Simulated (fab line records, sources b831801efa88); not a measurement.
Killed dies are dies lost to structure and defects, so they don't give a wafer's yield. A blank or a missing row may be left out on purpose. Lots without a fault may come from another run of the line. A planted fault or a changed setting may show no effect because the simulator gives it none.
Problem report in the 8D (eight disciplines) form, filled by code | flow gf180mcu | the parts of the form that need people (team, actions taken, sign-off) are left out

1. THE PROBLEM
run_length_s at GF_MIM_METAL_ETCH_19 reads a mean of 89.2 s on 6 wafers of 2 lots; wafers without a fault read 82.3 s with a standard deviation of 0.49. That is +14 standard deviations from the usual mean.
The step: etches the open film in Cl2/BCl3, stops on Si3N4, target depth 324.5 nm, time 54.1 s.
First seen on wafer L212.1, day 28 18:47, on rie_metal-01. The record holds 33 wafers of 11 lots with a number at this step. Rule for "out", or "out of limits": more than 4 standard deviations from the usual mean. The other wafers with a number count as sound.

2. WHAT IT IS AND WHAT IT IS NOT
question                    | is                                               | is not
which readings at this step | run_length_s, oes_product_au, throttle_valve_pct | drypump_motor_current_A, rf_fwd_power_W
which lots                  | L212, L215                                       | L205, L206, L207, L209, L210, L214, L216, L223, L226
which wafers of those lots  | all that have a number                           | -
read on which tools         | rie_metal-01                                     | rie_metal-03, rie_metal-04
when                        | from day 28 18:47                                | up to then (15 sound wafers); but 12 sound wafers of L214, L216, L223, L226 came after

3. SUSPECTS, AND WHAT RULES EACH OUT
Counting: a tool at a process step up to the reading stays a suspect if it ran every lot that is out and no sound lot after the first of them.
- rie_metal-01 at GF_MIM_METAL_ETCH_19 (etches the open film in Cl2/BCl3, stops on Si3N4, target depth 324.5 nm, time 54.1 s): kept. It ran every lot that is out, first L212 (day 28 18:47), and no sound lot after that; its last sound lot up to then is L210 (day 28 03:44). Its own readings are out on those wafers: oes_product_au, run_length_s, throttle_valve_pct.
Left after counting: rie_metal-01 at GF_MIM_METAL_ETCH_19.

4. THE CAUSE (what the simulator had put in)
Process parameter drift: rie_metal-01, from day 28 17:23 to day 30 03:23, at GF_MIM_METAL_ETCH_19. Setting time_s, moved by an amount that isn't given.
Counting left only this tool.

5. THE CHAIN OF EFFECTS, in route order
Each row: a reading whose mean over the struck wafers that have a number lies more than 3 standard deviations from the usual. Only readings for which the record gives a usual standard deviation are gone through. hours: the time from each lot's start at the first step in this table that gives one to its start at this step, as a median over the lots. sigmas: the change in usual standard deviations.
hours | step                 | reading                  | usual      | on struck wafers | change | sigmas
0     | GF_MIM_METAL_ETCH_19 | oes_product_au           | 0.940 a.u. | 0.883            | -0.057 | -8.8
0     | GF_MIM_METAL_ETCH_19 | run_length_s             | 82.3 s     | 89.2             | +6.9   | +14
0     | GF_MIM_METAL_ETCH_19 | throttle_valve_pct       | 28.285 %   | 28.347           | +0.062 | +6.3
0     | GF_MIM_STRIP_20      | strip_time_to_endpoint_s | 11.23 s    | 11.11            | -0.12  | -3.0
The process steps in it:
- GF_MIM_METAL_ETCH_19: etches the open film in Cl2/BCl3, stops on Si3N4, target depth 324.5 nm, time 54.1 s.
- GF_MIM_STRIP_20: strips in O2/N2.

6. WHAT WOULD HAVE CAUGHT IT SOONER
In this record the first reading out of limits was taken at day 28 18:47, 1 hour after the fault began at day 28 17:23.
